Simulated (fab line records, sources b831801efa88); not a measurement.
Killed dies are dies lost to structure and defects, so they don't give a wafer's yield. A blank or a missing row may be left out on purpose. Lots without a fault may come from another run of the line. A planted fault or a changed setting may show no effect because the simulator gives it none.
A struck lot beside a sound one | flow gf180mcu | 47 steps out of a route of 602
Sound: wafers L341.1, L341.2, L341.4. Struck: wafers L345.4, L345.5, L345.6. The cause comes at the end.
At each step with rows: each side's tool, then ch and its chambers, then its first start. Under that, the readings that differ: sound wafers | struck wafers | difference of the means | sigmas: that difference in standard deviations of wafers without a fault.
alike: readings whose means differ by less than 2 such deviations, and words and numbers that are the same on both sides. not compared: withheld readings, readings that some wafer has no value for, bounds like >300 that may hide the same value, and numbers for which the record gives no deviation and whose values overlap.
The two part at a step that has a row with sigmas, a row that says differs or no value, or rows on one side only. Numbers that don't overlap but have no deviation are shown without sigmas and don't part them. A reading that every wafer of one side lacks parts them only if that side has two wafers or more.

first, 8 steps without rows for these wafers: GF_DNWELL_DEHYDRATE_00 (time 60 s); GF_DNWELL_HMDS_01 (prime time 60 s); GF_DNWELL_COAT_02 (resist thk 3000 nm); GF_DNWELL_SOFTBAKE_03; GF_DNWELL_EXPOSE_04 (exposes mask DNWELL, target cd 1700 nm); GF_DNWELL_PEB_05; GF_DNWELL_DEVELOP_06 (develop time 60 s); GF_DNWELL_IMPLANT_07.
GF_DNWELL_STRIP_08: strips in O2/N2.
  sound on plasma_asher-04 ch 0,1, day 4 13:02; struck on plasma_asher-04 ch 0,1, day 5 09:34
  alike: drypump_motor_current_A, heater_power_w, o2_flow_sccm, oes_product_au, strip_time_to_endpoint_s
  not compared: rf_hours_counter_h
GF_DNWELL_TW_MEAS_09:
  sound on film_metro-04, day 4 13:08; struck on film_metro-01, day 5 09:40
  alike: DNWELL_TW
then, 2 steps without rows for these wafers: GF_NWELL_DEHYDRATE_00 (time 60 s); GF_NWELL_HMDS_01 (prime time 60 s).
GF_NWELL_COAT_02: resist thk 3000 nm.
  sound on litho_track-01 ch 0, day 4 18:40; struck on litho_track-02, day 5 17:13
  no value came back on the struck wafers for chill_plate_temp_C (C), dispense_pressure_kPa (kPa); on the sound wafers chill_plate_temp_C (C) reads 23.12 23.04 23.15
then, 4 steps without rows for these wafers: GF_NWELL_SOFTBAKE_03; GF_NWELL_EXPOSE_04 (exposes mask Nwell, target cd 860 nm); GF_NWELL_PEB_05; GF_NWELL_DEVELOP_06 (develop time 60 s).
GF_NWELL_OVL_MEAS_07:
  sound on overlay-01, day 5 01:56; struck on overlay-02, day 5 23:58
  reading        | sound         | struck | difference                    | sigmas
  NWELL_OVL (nm) | -0.2 -0.2 1.9 | - - -  | no value on the struck wafers |
then, 2 steps without rows for these wafers: GF_NWELL_IMPLANT_08; GF_NWELL_IMPLANT_09.
GF_NWELL_STRIP_10: strips in O2/N2.
  sound on plasma_asher-03 ch 0,1, day 5 02:17; struck on plasma_asher-04 ch 0,1, day 6 00:19
  no value came back on the struck wafers for oes_product_au (a.u.), strip_time_to_endpoint_s (s); on the sound wafers oes_product_au (a.u.) reads 0.716 0.729 0.720
  alike: drypump_motor_current_A, heater_power_w, o2_flow_sccm
  not compared: rf_hours_counter_h
GF_NWELL_TW_MEAS_11:
  sound on film_metro-02, day 5 02:23; struck on film_metro-03, day 6 00:25
  alike: NWELL_TW
then, 7 steps without rows for these wafers: GF_LVPWELL_DEHYDRATE_00 (time 60 s); GF_LVPWELL_HMDS_01 (prime time 60 s); GF_LVPWELL_COAT_02 (resist thk 3000 nm); GF_LVPWELL_SOFTBAKE_03; GF_LVPWELL_EXPOSE_04 (exposes mask LVPWELL, target cd 600 nm); GF_LVPWELL_PEB_05; GF_LVPWELL_DEVELOP_06 (develop time 60 s).
GF_LVPWELL_OVL_MEAS_07:
  sound on overlay-02, day 5 17:03; struck on overlay-02, day 6 15:16
  reading          | sound       | struck       | difference | sigmas
  LVPWELL_OVL (nm) | 1.1 3.3 3.6 | -0.4 0.3 0.5 | -2.5       | -2
then, 2 steps without rows for these wafers: GF_LVPWELL_IMPLANT_08; GF_LVPWELL_IMPLANT_09.
GF_LVPWELL_STRIP_10: strips in O2/N2.
  sound on plasma_asher-04 ch 0,1, day 5 17:23; struck on plasma_asher-03 ch 0,1, day 6 15:37
  alike: drypump_motor_current_A, heater_power_w, o2_flow_sccm, oes_product_au, strip_time_to_endpoint_s
  not compared: rf_hours_counter_h
GF_LVPWELL_TW_MEAS_11:
  sound on film_metro-03, day 5 17:29; struck on film_metro-02, day 6 15:43
  reading    | sound       | struck         | difference | sigmas
  LVPWELL_TW | 552 551 553 | 1598 1595 1593 | +1043      | +99 or more
then, 7 steps without rows for these wafers: GF_MVSD_DEHYDRATE_00 (time 60 s); GF_MVSD_HMDS_01 (prime time 60 s); GF_MVSD_COAT_02 (resist thk 3000 nm); GF_MVSD_SOFTBAKE_03; GF_MVSD_EXPOSE_04 (exposes mask MVSD, target cd 1000 nm); GF_MVSD_PEB_05; GF_MVSD_DEVELOP_06 (develop time 60 s).
GF_MVSD_OVL_MEAS_07:
  sound on overlay-02, day 6 07:52; struck on overlay-01, day 7 07:23
  alike: MVSD_OVL
GF_MVSD_TW_MEAS_11:
  sound on film_metro-03, day 6 08:19; struck on film_metro-04, day 7 07:50
  reading | sound          | struck         | difference | sigmas
  MVSD_TW | 1563 1571 1566 | 1937 1946 1943 | +375       | +34
GF_MVPSD_TW_MEAS_11:
  sound on film_metro-02, day 7 00:10; struck on film_metro-02, day 8 00:01
  reading  | sound       | struck         | difference | sigmas
  MVPSD_TW | 553 557 555 | 1591 1591 1600 | +1039      | +99 or more
GF_VT_IMPLANT_TW_MEAS_10:
  sound on film_metro-01, day 7 15:29; struck on film_metro-02, day 8 16:29
  reading       | sound       | struck         | difference | sigmas
  VT_IMPLANT_TW | 562 558 561 | 1588 1592 1592 | +1030      | +99 or more
GF_VT_IMPLANT_TW_MEAS_21:
  sound on film_metro-01, day 8 07:21; struck on film_metro-03, day 9 09:44
  reading         | sound          | struck         | difference | sigmas
  VT_IMPLANT_2_TW | 1213 1209 1209 | 1749 1750 1748 | +539       | +58
GF_VT_IMPLANT_TW_MEAS_32:
  sound on film_metro-01, day 8 23:53; struck on film_metro-01, day 10 03:11
  reading         | sound             | struck               | difference | sigmas
  VT_IMPLANT_3_TW | 264.8 267.9 266.0 | 1570.5 1570.4 1565.0 | +1302.4    | +99 or more

WHERE THEY PART
First at GF_NWELL_COAT_02; last, within this record, at GF_VT_IMPLANT_TW_MEAS_32.

WHY: what the simulator had put in
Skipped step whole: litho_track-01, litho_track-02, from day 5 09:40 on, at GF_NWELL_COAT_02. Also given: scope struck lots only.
